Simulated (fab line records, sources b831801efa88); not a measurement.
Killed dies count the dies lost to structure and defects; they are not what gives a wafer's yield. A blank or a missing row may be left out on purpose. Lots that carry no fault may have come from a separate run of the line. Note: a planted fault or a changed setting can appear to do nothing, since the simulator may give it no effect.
Which of the tools did it? + flow gf180mcu + 14 lots, 42 wafers sampled, at 4 steps of a route of 602

== WHAT THE GAUGES SHOWED, per wafer ==
GF_V3_RS_MEAS_24: measures by four-point-probe.
| lot  | measured     | on            | V3_W_RS (ohm/sq)     |
|------|--------------|---------------|----------------------|
| L878 | day 22 11:56 | film metro-01 | 0.3271 0.3271 0.3299 |
| L879 | day 23 02:26 | film metro-02 | 0.3243 0.3204 0.3229 |
| L880 | day 23 07:04 | film metro-01 | 0.3262 0.3236 0.3247 |
| L881 | day 23 13:17 | film metro-02 | 0.3292 0.3260 0.3262 |
| L882 | day 23 21:33 | film metro-01 | 0.3236 0.3249 0.3287 |
| L892 | day 27 11:28 | film metro-03 | 0.3272 0.3292 0.3284 |
| L893 | day 27 15:56 | film metro-03 | 0.3222 0.3250 0.3249 |
| L894 | day 27 22:13 | film metro-03 | 0.3288 0.3311 0.3275 |
| L896 | day 28 13:35 | film metro-03 | 0.3321 0.3246 0.3260 |
| L897 | day 28 17:49 | film metro-01 | 0.3255 0.3329 0.3260 |
| L898 | day 29 00:08 | film metro-02 | 0.3281 0.3276 0.3279 |
| L899 | day 29 05:44 | film metro-01 | 0.3283 0.3295 0.3298 |
| L900 | day 29 11:17 | film metro-02 | 0.3193 0.3199 0.3207 |
| L901 | day 29 17:22 | film metro-01 | 0.3298 0.3300 0.3280 |

GF_PASSIVATION_THK_MEAS_01.
| lot  | measured     | on            | PASSIVATION_CVD_00_THK (nm) |
|------|--------------|---------------|-----------------------------|
| L878 | day 28 06:23 | film metro-03 | 1010 1004 1031              |
| L879 | day 28 18:40 | film metro-04 | 980 990 999                 |
| L880 | day 28 23:08 | film metro-03 | 984 1002 1001               |
| L881 | day 29 03:11 | film metro-04 | 994 1011 1008               |
| L882 | day 29 08:07 | film metro-04 | 994 1009 1001               |
| L892 | day 32 10:01 | film metro-02 | 986 988 1009                |
| L893 | day 32 14:11 | film metro-02 | 1012 1027 1016              |
| L894 | day 32 22:20 | film metro-03 | 1002 1000 1012              |
| L896 | day 33 06:35 | film metro-04 | 999 1011 1009               |
| L897 | day 33 13:39 | film metro-02 | 997 1009 1008               |
| L898 | day 33 18:46 | film metro-03 | 990 1001 1015               |
| L899 | day 33 20:31 | film metro-03 | 982 996 1003                |
| L900 | day 33 23:44 | film metro-03 | 987 978 988                 |
| L901 | day 34 06:10 | film metro-04 | 989 989 1009                |

== WHICH TOOL RAN EACH LOT (tool, then ch and the chambers of the sampled wafers, then the start) ==
| lot  | GF_HV_LDD_STRIP_37                   | GF_M4_SPUTTER_04             |
|------|--------------------------------------|------------------------------|
| L878 | plasma asher-02 ch 0,1, day 11 15:07 | pvd sputter-02, day 22 12:36 |
| L879 | plasma asher-02 ch 0,1, day 12 01:38 | pvd sputter-02, day 23 03:04 |
| L880 | plasma asher-02 ch 0,1, day 12 04:28 | pvd sputter-01, day 23 07:57 |
| L881 | plasma asher-02 ch 0,1, day 12 10:54 | pvd sputter-04, day 23 13:55 |
| L882 | plasma asher-02 ch 0,1, day 12 20:20 | pvd sputter-02, day 23 22:10 |
| L892 | plasma asher-03 ch 0,1, day 16 07:21 | pvd sputter-04, day 27 12:07 |
| L893 | plasma asher-01 ch 0,1, day 16 11:14 | pvd sputter-01, day 27 16:33 |
| L894 | plasma asher-02 ch 0,1, day 16 21:38 | pvd sputter-02, day 27 22:50 |
| L896 | plasma asher-01 ch 0,1, day 17 13:57 | pvd sputter-01, day 28 14:14 |
| L897 | plasma asher-01 ch 0,1, day 17 17:52 | pvd sputter-02, day 28 18:26 |
| L898 | plasma asher-01 ch 1, day 18 03:12   | pvd sputter-02, day 29 00:48 |
| L899 | plasma asher-02 ch 0,1, day 18 09:43 | pvd sputter-04, day 29 06:22 |
| L900 | plasma asher-01 ch 0,1, day 18 17:12 | pvd sputter-01, day 29 11:58 |
| L901 | plasma asher-03 ch 0,1, day 18 23:36 | pvd sputter-04, day 29 18:01 |
- GF_HV_LDD_STRIP_37: strips in O2/N2.
- GF_M4_SPUTTER_04: material TiN, target thk 50 nm, time 41.7 s.

== WHAT THE TOOLS THEMSELVES READ (means of the sampled wafers that have a number; where no wafer has one, the mark that the record gives instead) ==
GF_HV_LDD_STRIP_37.
| lot  | tool            | drypump motor current A (A) | heater power w (W) | oes product au (a.u.) | strip time to endpoint s (s) |
|------|-----------------|-----------------------------|--------------------|-----------------------|------------------------------|
| L878 | plasma asher-02 | 5.73                        | 333                | 0.719                 | 12.65                        |
| L879 | plasma asher-02 | 5.75                        | 328                | 0.721                 | 12.65                        |
| L880 | plasma asher-02 | 5.96                        | 355                | 0.715                 | 12.62                        |
| L881 | plasma asher-02 | 5.74                        | 334                | 0.713                 | 12.58                        |
| L882 | plasma asher-02 | 5.94                        | 352                | 0.710                 | 12.65                        |
| L892 | plasma asher-03 | 5.66                        | 336                | 0.718                 | 12.62                        |
| L893 | plasma asher-01 | 5.59                        | 361                | 0.719                 | 12.65                        |
| L894 | plasma asher-02 | 5.72                        | 332                | 0.718                 | 12.65                        |
| L896 | plasma asher-01 | 5.60                        | 362                | 0.714                 | 12.60                        |
| L897 | plasma asher-01 | 5.57                        | 362                | 0.715                 | 12.65                        |
| L898 | plasma asher-01 | 5.56                        | 363                | 0.719                 | 12.63                        |
| L899 | plasma asher-02 | 5.74                        | 328                | 0.717                 | 12.66                        |
| L900 | plasma asher-01 | 5.60                        | 359                | 0.716                 | 12.61                        |
| L901 | plasma asher-03 | 5.65                        | 338                | 0.713                 | 12.71                        |

GF_M4_SPUTTER_04.
| lot  | tool           | throttle valve pct (%) |
|------|----------------|------------------------|
| L878 | pvd sputter-02 | 29.3                   |
| L879 | pvd sputter-02 | 29.4                   |
| L880 | pvd sputter-01 | 28.6                   |
| L881 | pvd sputter-04 | 30.3                   |
| L882 | pvd sputter-02 | 29.1                   |
| L892 | pvd sputter-04 | 29.6                   |
| L893 | pvd sputter-01 | 28.6                   |
| L894 | pvd sputter-02 | 29.7                   |
| L896 | pvd sputter-01 | 28.8                   |
| L897 | pvd sputter-02 | 29.2                   |
| L898 | pvd sputter-02 | 28.5                   |
| L899 | pvd sputter-04 | 29.8                   |
| L900 | pvd sputter-01 | 28.6                   |
| L901 | pvd sputter-04 | 30.1                   |

== THE ANSWER, worked out from the rows above alone ==
Rule: the usual values come from the lots themselves. Put in order of their means at a reading, lots are off if they are a third of the lots or fewer, leave a main group of 4 or more, and stand apart from it by a gap of 3 or more times the standard deviation of the main group's means; of several such gaps the widest counts. A main group whose means are all the same, to the digits that the tables above print for the reading, isn't used. A lot without any number at a reading at which 4 lots or more have one is off too. The other lots that the step has rows for count as sound. After the gauges, taken in route order, come the tools' own readings; for these a lot's mean is taken, as printed above. At the first step where some lot is off, the reading lying furthest off is the one used; lots without a number count as furthest.
Across all readings shown, no lot is off: no conclusion can be drawn from this.

== WHAT WAS PUT IN BY THE SIMULATOR ==
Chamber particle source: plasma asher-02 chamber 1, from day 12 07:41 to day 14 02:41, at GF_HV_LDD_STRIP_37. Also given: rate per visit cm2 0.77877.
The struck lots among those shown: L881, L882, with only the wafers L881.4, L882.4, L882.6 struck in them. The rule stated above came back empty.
